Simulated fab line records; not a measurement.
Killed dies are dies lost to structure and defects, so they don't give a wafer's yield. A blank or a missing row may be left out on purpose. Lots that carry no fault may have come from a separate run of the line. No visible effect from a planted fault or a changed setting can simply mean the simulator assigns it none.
Chamber matching ; flow sky130 ; SKY_VIA4_CMP_21 on cmp-02 has 4 sister chambers
The step polishes, stops on SiO2, t overpolish 25 s, target thk 0 nm. 4 wafers are shown with their chamber, then 7 later ones without.

== EACH WAFER AND ITS CHAMBER ==
wafer;chamber;motorCurrentA (A)
L898.2;1;10.7
L898.3;2;11.0
L903.1;3;11.1
L903.3;0;12.6

== WAFERS MISSING THEIR CHAMBER ==
wafer;motorCurrentA (A)
L903.5;10.9
L908.2;11.2
L908.3;11.0
L908.6;11.5
L907.3;12.7
L907.5;10.4
L907.6;11.0

== CHAMBER TAKEN BY EACH ==
wafer;from the rows above;in truth
L903.5;can't be placed: 2 or 3 or 1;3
L908.2;can't be placed: 3 or 2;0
L908.3;can't be placed: 2 or 3 or 1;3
L908.6;can't be placed: 3 or 2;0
L907.3;0;0
L907.5;can't be placed: 1 or 2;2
L907.6;can't be placed: 2 or 3 or 1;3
Correct placement for 1 of the 7. Unplaceable from these rows: 6, with the true chamber sitting among the candidates in 4. Number placed wrongly: 0.
How it was worked out, from the rows above alone: a wafer's distance from a chamber is the root of the sum, over the readings, of the square of ((its reading less the chamber's mean) divided by the reading's scatter). If the next closest chamber is less than 2 further off than the closest, the wafer can't be placed; otherwise it belongs to the closest. A chamber's mean is the mean of its shown wafers. The scatter: root of mean squared gap, hidden wafer to nearest shown wafer, with one shown wafer a chamber.
